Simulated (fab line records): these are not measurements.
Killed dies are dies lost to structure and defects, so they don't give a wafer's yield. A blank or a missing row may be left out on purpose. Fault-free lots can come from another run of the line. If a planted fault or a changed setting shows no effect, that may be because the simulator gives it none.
The tool behind it: which one? -- flow sky130 -- 11 lots, 33 wafers sampled, at 4 steps of a route of 708

## WHAT THE GAUGES READ, wafer by wafer
SKY_SD_N_RS_MEAS_16: uses a four-point probe to measure.
lot,measured,on,SD_N_RS (ohm/sq)
L615,day 29 00:51,film-metro-02,68.65 68.48 68.48
L618,day 29 16:23,film-metro-02,68.53 68.60 68.67
L621,day 30 18:30,film-metro-02,68.53 68.60 68.73
L623,day 31 07:07,film-metro-03,68.65 68.75 68.40
L624,day 31 11:16,film-metro-04,68.58 68.52 68.60
L625,day 31 22:18,film-metro-04,68.84 68.70 68.66
L628,day 33 08:06,film-metro-02,68.90 68.58 68.74
L629,day 33 12:02,film-metro-03,67.75 67.76 67.71
L630,day 33 19:37,film-metro-04,67.73 67.52 67.63
L637,day 35 21:25,film-metro-03,68.57 68.55 68.63
L638,day 36 05:41,film-metro-04,68.54 68.55 68.60

## WHICH TOOL RAN EACH LOT (tool, then ch and the chambers of the sampled wafers, then the start)
lot,SKY_POLY_CUT_STRIP_12,SKY_SD_N_IMPLANT_09,SKY_SD_N_STRIP_11
L615,"plasma-asher-04 ch 1, day 25 08:29","implanter-03 ch 0, day 29 00:10","plasma-asher-03 ch 0,1, day 29 00:28"
L618,"plasma-asher-04 ch 0,1, day 26 00:44","implanter-02 ch 0, day 29 15:42","plasma-asher-04 ch 0,1, day 29 16:00"
L621,"plasma-asher-04 ch 0,1, day 27 03:13","implanter-02 ch 0, day 30 17:49","plasma-asher-04 ch 0,1, day 30 18:05"
L623,"plasma-asher-04 ch 0,1, day 27 17:07","implanter-02 ch 0, day 31 06:25","plasma-asher-03 ch 0,1, day 31 06:43"
L624,"plasma-asher-02 ch 0,1, day 27 22:08","implanter-02 ch 0, day 31 10:34","plasma-asher-01 ch 0,1, day 31 10:51"
L625,"plasma-asher-03 ch 0,1, day 28 09:32","implanter-02 ch 0, day 31 21:37","plasma-asher-01 ch 0,1, day 31 21:53"
L628,"plasma-asher-02 ch 0,1, day 29 20:41","implanter-04 ch 0, day 33 07:25","plasma-asher-01 ch 1, day 33 07:43"
L629,"plasma-asher-04 ch 0,1, day 29 23:08","implanter-02 ch 0, day 33 11:17","plasma-asher-01 ch 0,1, day 33 11:35"
L630,"plasma-asher-04 ch 0,1, day 30 07:20","implanter-02 ch 0, day 33 18:56","plasma-asher-04 ch 0,1, day 33 19:14"
L637,"plasma-asher-02 ch 0,1, day 32 11:25","implanter-04 ch 0, day 35 20:44","plasma-asher-04 ch 0,1, day 35 21:00"
L638,"plasma-asher-04 ch 0,1, day 32 20:43","implanter-03 ch 0, day 36 05:00","plasma-asher-01 ch 0,1, day 36 05:18"
- SKY_POLY_CUT_STRIP_12: strips in O2/N2.
- SKY_SD_N_IMPLANT_09
- SKY_SD_N_STRIP_11: strips in O2/N2.

## THE ANSWER, worked out from the rows above alone
Rule: what is usual is taken from the lots themselves. Put in order of their means at a reading, lots are off if they are a third of the lots or fewer, leave a main group of 4 or more, and stand apart from it by a gap of 3 or more times the standard deviation of the main group's means; of several such gaps the widest counts. Not used: any main group whose means are identical at the precision the tables above print for the reading. Also off: a lot with no number at a reading for which 4 or more lots have one. The other lots that the step has rows for count as sound.
Off: at SKY_SD_N_RS_MEAS_16 (SD_N_RS), L629, L630. Mean 68.62 ohm/sq and standard deviation 0.069 in the main group.
If a tool, at a process step before that reading, ran all the lots that are off and no sound lot after the first of them, it fits. The gauges at SKY_SD_N_RS_MEAS_16 are tried like those tools. One fits: SKY_SD_N_IMPLANT_09 on implanter-02. Its last sound lot is L625 (day 31 21:37), its first lot that is off L629 (day 33 11:17): a fault that began between those two fits.

## WHAT WAS PUT IN BY THE SIMULATOR
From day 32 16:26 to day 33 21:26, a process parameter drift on implanter-02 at SKY_SD_N_IMPLANT_09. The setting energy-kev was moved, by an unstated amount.
Struck lots among those shown: L629, L630. The rule given above showed the same thing.
